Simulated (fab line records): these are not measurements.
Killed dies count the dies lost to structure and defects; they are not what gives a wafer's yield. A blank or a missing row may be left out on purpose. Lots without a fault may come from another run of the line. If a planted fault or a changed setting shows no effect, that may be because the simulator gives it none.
Problem report in the 8D (eight disciplines) form, filled by code / flow gf180mcu / the parts of the form that need people (team, actions taken, sign-off) are left out

== 1. WHAT IS WRONG ==
Mean SAB_CVD_00_THK at GF_SAB_THK_MEAS_01: 65.3 nm over 6 wafers in 2 lots; fault-free wafers: 49.8 nm, standard deviation 0.75. Measured from the usual mean, that is +21 standard deviations.
First observed at day 16 16:03: wafer L497.1, on film metro-01. The record has a number at this step for 42 wafers belonging to 14 lots. By rule, "out" or "out of limits" means more than 4 standard deviations away from the usual mean. The rest of the wafers with a number are treated as sound.

== 2. WHAT IT IS, WHAT IT ISN'T ==
question=which readings at this step | is=SAB_CVD_00_THK | is not=-
question=which lots | is=L497, L499 | is not=L490, L491, L492, L493, L494, L496, L506, L508, L509, L510, L511, L513
question=which wafers of those lots | is=all that have a number | is not=-
question=read on which gauges | is=film metro-01, film metro-02 | is not=film metro-04
question=when | is=from day 16 16:03 | is not=up to then (18 sound wafers); but 18 sound wafers of L506, L508, L509, L510, L511, L513 came after

== 3. SUSPECTS, AND WHAT RULES EACH OUT ==
Counting: any tool at a process step up to the reading is kept as a suspect provided that every lot that is out went through it and no sound lot did after the first of them.
- the gauge at GF_SAB_THK_MEAS_01 is ruled out. Those wafers that are out were read across 2 gauges (film metro-01, film metro-02).
- pecvd-04 at GF_SAB_CVD_00 (deposits SiO2 from TEOS, target thk 50 nm, time 4.9302 s): ruled out as a lasting fault. The sound lots L510, L509, L511 went through it after L497, its earliest lot that is out (day 16 16:02).
Left after counting: nothing in the record.

== 4. THE CAUSE (what the simulator had put in) ==
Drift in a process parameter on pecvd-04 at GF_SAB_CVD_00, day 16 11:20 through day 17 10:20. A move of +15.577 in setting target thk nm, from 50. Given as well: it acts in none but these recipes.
Counting ruled it out, wrongly: the rule takes a fault to strike every lot that its tool runs from its start on, and this one did not.

== 5. THE CHAIN OF EFFECTS, in route order ==
Each row: a reading whose mean over the struck wafers that have a number lies more than 3 standard deviations from the usual. Only readings whose record carries a usual standard deviation are examined. hours: median over the lots of the time between each lot's start at the first step of this table that gives one and its start at this step. sigmas: the change, counted in usual standard deviations.
hours=0; step=GF_SAB_THK_MEAS_01; reading=SAB_CVD_00_THK; usual=49.8 nm; on struck wafers=65.3; change=+15.5; sigmas=+21
Later steps that measure or inspect, where all struck wafers having a row at the step show a number for every such reading and not one has moved that far: GF_CONTACT_THK_MEAS_01.

== 6. HOW IT WOULD HAVE BEEN CAUGHT EARLIER ==
In this record the first reading out of limits at a measuring or inspecting step was taken at day 16 16:03, 5 hours after the fault began at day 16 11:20.
Tool readings at GF_SAB_CVD_00 with a usual standard deviation given in the record: none out on any struck wafer, hence no alarm at a limit of 4 standard deviations on them.
